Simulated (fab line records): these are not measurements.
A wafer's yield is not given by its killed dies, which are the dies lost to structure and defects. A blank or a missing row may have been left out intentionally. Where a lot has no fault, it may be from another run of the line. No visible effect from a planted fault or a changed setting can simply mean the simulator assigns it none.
Matching of chambers + flow sky130 + SKY_FIELD_ISO_ETCH_17 on rie-si-02: 4 sister chambers
The step etches Si in HBr/Cl2/O2, target depth 342 nm, time 97.7 s. 4 wafers are shown with their chamber, then 7 later ones without.

== WAFERS WITH THEIR CHAMBER ==
| wafer  | chamber | oes-product-au (a.u.) |
|--------|---------|-----------------------|
| L938.6 | 2       | 1.009                 |
| L940.3 | 0       | 1.004                 |
| L950.2 | 3       | 1.022                 |
| L950.4 | 1       | 1.000                 |

== WAFERS WITH NO CHAMBER GIVEN ==
| wafer  | oes-product-au (a.u.) |
|--------|-----------------------|
| L950.6 | 1.016                 |
| L954.1 | 0.994                 |
| L954.5 | 1.011                 |
| L954.6 | 1.001                 |
| L952.1 | 0.981                 |
| L952.3 | 1.008                 |
| L952.5 | 0.990                 |

== WHICH CHAMBER EACH ONE RAN IN ==
| wafer  | from the rows above               | in truth |
|--------|-----------------------------------|----------|
| L950.6 | can't be placed: 3 or 2 or 0 or 1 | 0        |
| L954.1 | can't be placed: 1 or 0 or 2      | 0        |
| L954.5 | can't be placed: 2 or 0 or 1 or 3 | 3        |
| L954.6 | can't be placed: 1 or 0 or 2      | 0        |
| L952.1 | can't be placed: 1 or 0 or 2      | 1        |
| L952.3 | can't be placed: 2 or 0 or 1 or 3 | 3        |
| L952.5 | can't be placed: 1 or 0 or 2      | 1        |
Placed correctly: 0 of 7. Can't be placed from these rows: 7 (the true chamber is among the candidates in 7). 0 placed wrongly.
How it was worked out, from the rows above alone: a wafer's distance from a chamber is the root of the sum, over the readings, of the square of ((its reading less the chamber's mean) divided by the reading's scatter). The wafer belongs to the nearest chamber; if the next one is less than 2 further off, it can't be placed. A chamber's mean is the mean of its shown wafers. The scatter: root of mean squared gap, hidden wafer to nearest shown wafer, with one shown wafer a chamber.
